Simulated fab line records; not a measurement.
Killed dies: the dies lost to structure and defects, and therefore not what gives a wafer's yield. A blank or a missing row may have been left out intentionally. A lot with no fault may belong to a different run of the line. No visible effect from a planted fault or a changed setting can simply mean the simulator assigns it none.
Chamber matching | flow gf180mcu | GF_STI_ETCH_14 on rie-si-01: 4 sister chambers
The step etches Si in HBr/Cl2/O2, target depth 360 nm, time 102.9 s. 8 wafers are shown with their chamber, then 8 later ones without.

WAFERS PAIRED WITH THEIR CHAMBERS
wafer  | chamber | drypump-motor-current-A (A) | oes-product-au (a.u.)
L712.4 | 3       | 5.2                         | 1.003
L712.6 | 0       | 6.1                         | 1.015
L713.3 | 1       | 6.3                         | 0.990
L713.6 | 2       | 4.8                         | 0.992
L718.4 | 2       | 4.8                         | 1.007
L718.5 | 0       | 6.2                         | 1.022
L718.6 | 1       | 6.2                         | 0.992
L719.1 | 3       | 5.3                         | 1.016

WAFERS MISSING THEIR CHAMBER
wafer  | drypump-motor-current-A (A) | oes-product-au (a.u.)
L719.2 | 4.8                         | 1.004
L719.5 | 5.2                         | 1.012
L724.2 | 4.8                         | 1.003
L724.4 | 6.2                         | 1.021
L724.5 | 5.2                         | 1.010
L726.1 | 6.2                         | 0.997
L726.4 | 6.2                         | 1.020
L726.6 | 6.2                         | 1.006

WHICH CHAMBER EACH ONE RAN IN
wafer  | from the rows above     | in truth
L719.2 | 2                       | 2
L719.5 | 3                       | 3
L724.2 | 2                       | 2
L724.4 | 0                       | 0
L724.5 | 3                       | 3
L726.1 | can't be placed: 1 or 0 | 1
L726.4 | 0                       | 0
L726.6 | can't be placed: 0 or 1 | 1
Correct placement for 6 of the 8. Can't be placed from these rows: 2 (the true chamber is among the candidates in 2). Wrongly placed: 0.
How it was worked out, from the rows above alone: a wafer's distance from a chamber is the root of the sum, over the readings, of the square of ((its reading less the chamber's mean) divided by the reading's scatter). If the next closest chamber is less than 2 further off than the closest, the wafer can't be placed; otherwise it belongs to the closest. A chamber's mean is the mean of its shown wafers. The scatter: take each reading less its chamber's mean, square it, sum over the shown wafers, divide by the number of wafers less the number of chambers, and take the root.
